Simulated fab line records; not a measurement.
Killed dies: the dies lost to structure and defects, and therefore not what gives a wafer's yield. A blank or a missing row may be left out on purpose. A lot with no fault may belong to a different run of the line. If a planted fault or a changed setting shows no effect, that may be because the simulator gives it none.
The tool behind it: which one? || flow sky130 || 33 wafers from 11 lots sampled at 6 of the route's 708 steps

WHAT EACH GAUGE READ, for each wafer
SKY_LOCAL_INTERCONNECT_OVL_MEAS_12.
{"lot": "L703", "measured": "day 30 08:20", "on": "overlay-02", "LOCAL_INTERCONNECT_OVL (nm)": "2 1 9"}
{"lot": "L708", "measured": "day 32 19:50", "on": "overlay-01", "LOCAL_INTERCONNECT_OVL (nm)": "-3 0 -5"}
{"lot": "L711", "measured": "day 33 04:32", "on": "overlay-01", "LOCAL_INTERCONNECT_OVL (nm)": "4 8 12"}
{"lot": "L713", "measured": "day 34 06:55", "on": "overlay-01", "LOCAL_INTERCONNECT_OVL (nm)": "-3 -4 0"}
{"lot": "L718", "measured": "day 35 10:10", "on": "overlay-01", "LOCAL_INTERCONNECT_OVL (nm)": "11 4 2"}
{"lot": "L719", "measured": "day 35 15:46", "on": "overlay-01", "LOCAL_INTERCONNECT_OVL (nm)": "-2 -2 -2"}
{"lot": "L720", "measured": "day 35 21:55", "on": "overlay-01", "LOCAL_INTERCONNECT_OVL (nm)": "14 7 8"}
{"lot": "L721", "measured": "day 36 07:31", "on": "overlay-02", "LOCAL_INTERCONNECT_OVL (nm)": "5 4 5"}
{"lot": "L724", "measured": "day 37 00:26", "on": "overlay-01", "LOCAL_INTERCONNECT_OVL (nm)": "2 1 -2"}
{"lot": "L725", "measured": "day 37 23:43", "on": "overlay-01", "LOCAL_INTERCONNECT_OVL (nm)": "-6 -2 -1"}
{"lot": "L726", "measured": "day 38 00:46", "on": "overlay-02", "LOCAL_INTERCONNECT_OVL (nm)": "-10 -5 -5"}

SKY_CONTACT_THK_MEAS_03.
{"lot": "L703", "measured": "day 30 09:19", "on": "film-metro-04", "CONTACT_HDPCVD_THK (nm)": "572 564 567"}
{"lot": "L708", "measured": "day 32 20:47", "on": "film-metro-01", "CONTACT_HDPCVD_THK (nm)": "564 563 571"}
{"lot": "L711", "measured": "day 33 05:29", "on": "film-metro-04", "CONTACT_HDPCVD_THK (nm)": "579 569 578"}
{"lot": "L713", "measured": "day 34 08:03", "on": "film-metro-03", "CONTACT_HDPCVD_THK (nm)": "565 573 569"}
{"lot": "L718", "measured": "day 35 11:12", "on": "film-metro-03", "CONTACT_HDPCVD_THK (nm)": "566 566 568"}
{"lot": "L719", "measured": "day 35 17:05", "on": "film-metro-01", "CONTACT_HDPCVD_THK (nm)": "578 577 564"}
{"lot": "L720", "measured": "day 35 22:50", "on": "film-metro-01", "CONTACT_HDPCVD_THK (nm)": "560 559 559"}
{"lot": "L721", "measured": "day 36 08:32", "on": "film-metro-03", "CONTACT_HDPCVD_THK (nm)": "553 553 567"}
{"lot": "L724", "measured": "day 37 01:23", "on": "film-metro-01", "CONTACT_HDPCVD_THK (nm)": "567 567 565"}
{"lot": "L725", "measured": "day 38 00:48", "on": "film-metro-03", "CONTACT_HDPCVD_THK (nm)": "562 562 561"}
{"lot": "L726", "measured": "day 38 01:41", "on": "film-metro-03", "CONTACT_HDPCVD_THK (nm)": "560 572 561"}

SKY_CONTACT_RS_MEAS_25: measures by four-point-probe.
{"lot": "L703", "measured": "day 31 13:16", "on": "film-metro-04", "CONTACT_W_RS (ohm/sq)": "0.339 0.335 0.336"}
{"lot": "L708", "measured": "day 34 01:23", "on": "film-metro-03", "CONTACT_W_RS (ohm/sq)": "0.337 0.338 0.348"}
{"lot": "L711", "measured": "day 34 09:49", "on": "film-metro-04", "CONTACT_W_RS (ohm/sq)": "0.341 0.340 0.340"}
{"lot": "L713", "measured": "day 35 11:28", "on": "film-metro-04", "CONTACT_W_RS (ohm/sq)": "0.339 0.338 0.345"}
{"lot": "L718", "measured": "day 36 15:29", "on": "film-metro-04", "CONTACT_W_RS (ohm/sq)": "58.225 57.546 57.853"}
{"lot": "L719", "measured": "day 36 20:59", "on": "film-metro-04", "CONTACT_W_RS (ohm/sq)": "59.743 60.765 58.828"}
{"lot": "L720", "measured": "day 37 02:40", "on": "film-metro-03", "CONTACT_W_RS (ohm/sq)": "57.730 56.403 58.284"}
{"lot": "L721", "measured": "day 37 12:15", "on": "film-metro-01", "CONTACT_W_RS (ohm/sq)": "0.327 0.331 0.334"}
{"lot": "L724", "measured": "day 38 03:55", "on": "film-metro-03", "CONTACT_W_RS (ohm/sq)": "0.337 0.333 0.333"}
{"lot": "L725", "measured": "day 39 03:31", "on": "film-metro-03", "CONTACT_W_RS (ohm/sq)": "0.337 0.338 0.338"}
{"lot": "L726", "measured": "day 39 04:10", "on": "film-metro-04", "CONTACT_W_RS (ohm/sq)": "0.341 0.343 0.346"}

SKY_CONTACT_THK_MEAS_26: measures by xrf.
{"lot": "L703", "measured": "day 31 13:22", "on": "film-metro-04", "CONTACT_W_THK (nm)": "331 335 335"}
{"lot": "L708", "measured": "day 34 01:29", "on": "film-metro-03", "CONTACT_W_THK (nm)": "338 337 327"}
{"lot": "L711", "measured": "day 34 09:56", "on": "film-metro-04", "CONTACT_W_THK (nm)": "332 335 333"}
{"lot": "L713", "measured": "day 35 11:35", "on": "film-metro-04", "CONTACT_W_THK (nm)": "330 331 327"}
{"lot": "L718", "measured": "day 36 15:36", "on": "film-metro-04", "CONTACT_W_THK (nm)": "<0 <0 <0"}
{"lot": "L719", "measured": "day 36 21:06", "on": "film-metro-04", "CONTACT_W_THK (nm)": "<0 <0 <0"}
{"lot": "L720", "measured": "day 37 02:47", "on": "film-metro-03", "CONTACT_W_THK (nm)": "- - -"}
{"lot": "L721", "measured": "day 37 12:22", "on": "film-metro-01", "CONTACT_W_THK (nm)": "346 344 339"}
{"lot": "L724", "measured": "day 38 04:02", "on": "film-metro-03", "CONTACT_W_THK (nm)": "333 337 337"}
{"lot": "L725", "measured": "day 39 03:38", "on": "film-metro-03", "CONTACT_W_THK (nm)": "336 331 334"}
{"lot": "L726", "measured": "day 39 04:17", "on": "film-metro-04", "CONTACT_W_THK (nm)": "334 331 328"}

WHICH TOOL RAN EACH LOT (tool, then ch and the chambers of the sampled wafers, then the start)
{"lot": "L703", "SKY_CONTACT_ETCH_16": "rie-diel-03 ch 0,1, day 31 12:16", "SKY_CONTACT_CVD_24": "cvd-w-01 ch 0,1, day 31 13:08"}
{"lot": "L708", "SKY_CONTACT_ETCH_16": "rie-diel-01 ch 0,3, day 34 00:28", "SKY_CONTACT_CVD_24": "cvd-w-02 ch 0,1, day 34 01:15"}
{"lot": "L711", "SKY_CONTACT_ETCH_16": "rie-diel-03 ch 0,2, day 34 08:49", "SKY_CONTACT_CVD_24": "cvd-w-01 ch 0,1, day 34 09:41"}
{"lot": "L713", "SKY_CONTACT_ETCH_16": "rie-diel-04 ch 1,3, day 35 10:33", "SKY_CONTACT_CVD_24": "cvd-w-01 ch 0,1, day 35 11:20"}
{"lot": "L718", "SKY_CONTACT_ETCH_16": "rie-diel-01 ch 0,2,3, day 36 14:34", "SKY_CONTACT_CVD_24": "cvd-w-02 ch 0,1, day 36 15:22"}
{"lot": "L719", "SKY_CONTACT_ETCH_16": "rie-diel-03 ch 0,2,3, day 36 20:03", "SKY_CONTACT_CVD_24": "cvd-w-02 ch 0,1, day 36 20:52"}
{"lot": "L720", "SKY_CONTACT_ETCH_16": "rie-diel-04 ch 0,1,3, day 37 01:46", "SKY_CONTACT_CVD_24": "cvd-w-01 ch 0,1, day 37 02:34"}
{"lot": "L721", "SKY_CONTACT_ETCH_16": "rie-diel-03 ch 1,3, day 37 11:21", "SKY_CONTACT_CVD_24": "cvd-w-01 ch 0,1, day 37 12:08"}
{"lot": "L724", "SKY_CONTACT_ETCH_16": "rie-diel-03 ch 0,1,2, day 38 02:55", "SKY_CONTACT_CVD_24": "cvd-w-01 ch 0,1, day 38 03:49"}
{"lot": "L725", "SKY_CONTACT_ETCH_16": "rie-diel-01 ch 2,3, day 39 02:36", "SKY_CONTACT_CVD_24": "cvd-w-02 ch 0,1, day 39 03:23"}
{"lot": "L726", "SKY_CONTACT_ETCH_16": "rie-diel-03 ch 0,1,2, day 39 03:15", "SKY_CONTACT_CVD_24": "cvd-w-02 ch 0,1, day 39 04:04"}
- SKY_CONTACT_ETCH_16: etches BARC in N2/H2, stops on SiO2, time 45.9 s, target depth 60 nm.
- SKY_CONTACT_CVD_24: deposits W, target thk 340 nm, time 102.12 s.

WHAT THE TOOLS THEMSELVES READ (means of the sampled wafers that have a number; where no wafer has one, the mark that the record gives instead)
SKY_CONTACT_ETCH_16.
{"lot": "L703", "tool": "rie-diel-03", "chamber-pressure-mTorr (mTorr)": 29.999, "drypump-motor-current-A (A)": 6.1, "h2-flow-sccm (sccm)": 199.8, "oes-product-au (a.u.)": 0.855, "throttle-valve-pct (%)": 13.222}
{"lot": "L708", "tool": "rie-diel-01", "chamber-pressure-mTorr (mTorr)": 29.987, "drypump-motor-current-A (A)": 5.6, "h2-flow-sccm (sccm)": 199.9, "oes-product-au (a.u.)": 0.850, "throttle-valve-pct (%)": 13.216}
{"lot": "L711", "tool": "rie-diel-03", "chamber-pressure-mTorr (mTorr)": 30.001, "drypump-motor-current-A (A)": 5.8, "h2-flow-sccm (sccm)": 199.9, "oes-product-au (a.u.)": 0.850, "throttle-valve-pct (%)": 13.224}
{"lot": "L713", "tool": "rie-diel-04", "chamber-pressure-mTorr (mTorr)": 29.973, "drypump-motor-current-A (A)": 6.0, "h2-flow-sccm (sccm)": 200.1, "oes-product-au (a.u.)": 0.852, "throttle-valve-pct (%)": 13.224}
{"lot": "L718", "tool": "rie-diel-01", "chamber-pressure-mTorr (mTorr)": 30.015, "drypump-motor-current-A (A)": 5.6, "h2-flow-sccm (sccm)": 199.9, "oes-product-au (a.u.)": 0.858, "throttle-valve-pct (%)": 13.229}
{"lot": "L719", "tool": "rie-diel-03", "chamber-pressure-mTorr (mTorr)": 29.995, "drypump-motor-current-A (A)": 6.1, "h2-flow-sccm (sccm)": 199.7, "oes-product-au (a.u.)": 0.855, "throttle-valve-pct (%)": 13.226}
{"lot": "L720", "tool": "rie-diel-04", "chamber-pressure-mTorr (mTorr)": 30.002, "drypump-motor-current-A (A)": 6.0, "h2-flow-sccm (sccm)": 199.9, "oes-product-au (a.u.)": 0.852, "throttle-valve-pct (%)": 13.225}
{"lot": "L721", "tool": "rie-diel-03", "chamber-pressure-mTorr (mTorr)": 29.990, "drypump-motor-current-A (A)": 6.3, "h2-flow-sccm (sccm)": 200.0, "oes-product-au (a.u.)": 0.856, "throttle-valve-pct (%)": 13.220}
{"lot": "L724", "tool": "rie-diel-03", "chamber-pressure-mTorr (mTorr)": 29.969, "drypump-motor-current-A (A)": 5.9, "h2-flow-sccm (sccm)": 199.9, "oes-product-au (a.u.)": 0.849, "throttle-valve-pct (%)": 13.229}
{"lot": "L725", "tool": "rie-diel-01", "chamber-pressure-mTorr (mTorr)": 29.993, "drypump-motor-current-A (A)": 5.8, "h2-flow-sccm (sccm)": 199.0, "oes-product-au (a.u.)": 0.854, "throttle-valve-pct (%)": 13.229}
{"lot": "L726", "tool": "rie-diel-03", "chamber-pressure-mTorr (mTorr)": 29.986, "drypump-motor-current-A (A)": 5.9, "h2-flow-sccm (sccm)": 200.1, "oes-product-au (a.u.)": 0.854, "throttle-valve-pct (%)": 13.240}

SKY_CONTACT_CVD_24.
{"lot": "L703", "tool": "cvd-w-01", "chamber-pressure-Torr (Torr)": 39.95, "heater-power-outer-w (W)": 536, "heater-power-w (W)": 892}
{"lot": "L708", "tool": "cvd-w-02", "chamber-pressure-Torr (Torr)": 39.94, "heater-power-outer-w (W)": 440, "heater-power-w (W)": 732}
{"lot": "L711", "tool": "cvd-w-01", "chamber-pressure-Torr (Torr)": 39.98, "heater-power-outer-w (W)": 530, "heater-power-w (W)": 892}
{"lot": "L713", "tool": "cvd-w-01", "chamber-pressure-Torr (Torr)": 40.02, "heater-power-outer-w (W)": 513, "heater-power-w (W)": 819}
{"lot": "L718", "tool": "cvd-w-02", "chamber-pressure-Torr (Torr)": "-", "heater-power-outer-w (W)": "-", "heater-power-w (W)": "-"}
{"lot": "L719", "tool": "cvd-w-02", "chamber-pressure-Torr (Torr)": "-", "heater-power-outer-w (W)": "-", "heater-power-w (W)": "-"}
{"lot": "L720", "tool": "cvd-w-01", "chamber-pressure-Torr (Torr)": "-", "heater-power-outer-w (W)": "-", "heater-power-w (W)": "-"}
{"lot": "L721", "tool": "cvd-w-01", "chamber-pressure-Torr (Torr)": 40.06, "heater-power-outer-w (W)": 540, "heater-power-w (W)": 912}
{"lot": "L724", "tool": "cvd-w-01", "chamber-pressure-Torr (Torr)": 40.03, "heater-power-outer-w (W)": 513, "heater-power-w (W)": 825}
{"lot": "L725", "tool": "cvd-w-02", "chamber-pressure-Torr (Torr)": 40.02, "heater-power-outer-w (W)": 440, "heater-power-w (W)": 736}
{"lot": "L726", "tool": "cvd-w-02", "chamber-pressure-Torr (Torr)": 39.98, "heater-power-outer-w (W)": 441, "heater-power-w (W)": 744}

THE ANSWER, worked out from the rows above alone
Rule: what is usual is taken from the lots themselves. Put in order of their means at a reading, lots are off if they are a third of the lots or fewer, leave a main group of 4 or more, and stand apart from it by a gap of 3 or more times the standard deviation of the main group's means; of several such gaps the widest counts. A main group is skipped when, at the precision printed for the reading in the tables above, its means are all equal. Also off: a lot with no number at a reading for which 4 or more lots have one. All remaining lots with rows at the step are treated as sound. The gauges are gone through in route order, then the tools' own readings, and for those a lot's mean is taken as printed above. At the first step where some lot is off, the reading lying furthest off is the one used; lots without a number count as furthest.
Off: L718, L719, L720, at SKY_CONTACT_RS_MEAS_25 (CONTACT_W_RS). For the main group the mean is 0.338 ohm/sq and the standard deviation 0.0039.
If a tool, at a process step before that reading, ran all the lots that are off and no sound lot after the first of them, it fits. Not tried: the gauges at SKY_CONTACT_RS_MEAS_25; whatever is off there is also off at SKY_CONTACT_CVD_24, on other tools, and gauge error can't account for it. None of those tried fits.

WHAT HAD BEEN PUT IN BY THE SIMULATOR
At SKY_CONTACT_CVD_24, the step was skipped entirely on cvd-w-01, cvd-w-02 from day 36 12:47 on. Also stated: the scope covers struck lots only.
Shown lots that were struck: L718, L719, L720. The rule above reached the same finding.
